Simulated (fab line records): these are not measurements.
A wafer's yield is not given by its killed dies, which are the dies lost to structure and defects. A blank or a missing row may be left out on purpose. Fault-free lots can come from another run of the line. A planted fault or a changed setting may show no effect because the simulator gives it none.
Problem report in the 8D (eight disciplines) form, filled by code / flow sky130 / the parts of the form that need people (team, actions taken, sign-off) are left out

1. THE PROBLEM
stripTimeToEndpointS at SKY_CAPM_STRIP_14 reads a mean of 14.17 s on 6 wafers of 2 lots; wafers without a fault read 12.65 s with a standard deviation of 0.043. That is +35 standard deviations from the usual mean.
The step: strips in O2/N2.
The first sign was on wafer L458.2 at day 40 16:50, on plasmaAsher-02. The record holds 42 wafers of 14 lots with a number at this step. Rule for "out" (also "out of limits"): further than 4 standard deviations from the usual mean. Any other wafer with a number is counted as sound.

2. WHAT IT IS, AND WHAT IT ISN'T
question=which readings at this step | is=stripTimeToEndpointS | is not=drypumpMotorCurrentA, o2FlowSccm
question=which lots | is=L458, L459 | is not=L449, L450, L452, L453, L456, L464, L465, L466, L467, L468, L469, L471
question=which wafers of those lots | is=all that have a number | is not=-
question=read on which tools | is=plasmaAsher-02, plasmaAsher-04 | is not=plasmaAsher-01
question=when | is=from day 40 16:50 | is not=up to then (15 sound wafers); but 21 sound wafers of L464, L465, L466, L467, L468, L469, L471 came after

3. SUSPECTS, AND WHAT RULES EACH OUT
Counting: a tool at any process step up to the reading remains a suspect when it ran all the lots that are out and ran no sound lot after the first of those.
- rieMetal-02 at SKY_CAPM_METAL_ETCH_13 (etches TiN in Cl2/BCl3, stops on SiO2, target depth 220 nm, time 62.9 s): ruled out as a lasting fault. Following L458 (day 40 16:46), the first lot on it that is out, the sound lots L464, L466, L471 were run on it.
Left after counting: nothing in the record.

4. THE CAUSE (what the simulator had put in)
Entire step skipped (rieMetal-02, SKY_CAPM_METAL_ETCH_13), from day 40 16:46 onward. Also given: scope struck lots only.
It was ruled out by counting, in error; the rule expects a fault to strike all lots run on its tool from its start on, and this fault did not.

5. THE CHAIN OF EFFECTS, in route order
Each row: a reading whose mean over the struck wafers that have a number lies more than 3 standard deviations from the usual. Scope: only readings with a usual standard deviation given in the record; hours: median across lots of the time from each lot's start at the first step in this table that gives one to its start at this step; sigmas: change in usual standard deviations.
hours=0; step=SKY_CAPM_STRIP_14; reading=stripTimeToEndpointS; usual=12.65 s; on struck wafers=14.17; change=+1.52; sigmas=+35
Its process steps:
- SKY_CAPM_STRIP_14: strips in O2/N2.
Readings that are blank on the struck wafers while sound wafers have them: bcl3FlowSccm at SKY_CAPM_METAL_ETCH_13; biasW at SKY_CAPM_METAL_ETCH_13; drypumpMotorCurrentA at SKY_CAPM_METAL_ETCH_13; oesProductAu at SKY_CAPM_METAL_ETCH_13; throttleValvePct at SKY_CAPM_METAL_ETCH_13.

6. HOW IT WOULD HAVE BEEN CAUGHT EARLIER
In this record the first reading out of limits was taken at day 40 16:50, 0 hours after the fault began at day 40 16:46.
At SKY_CAPM_METAL_ETCH_13 the tool's readings are blank on the struck wafers, where sound wafers have them: an empty tool record is the first sign, and it was there at once.
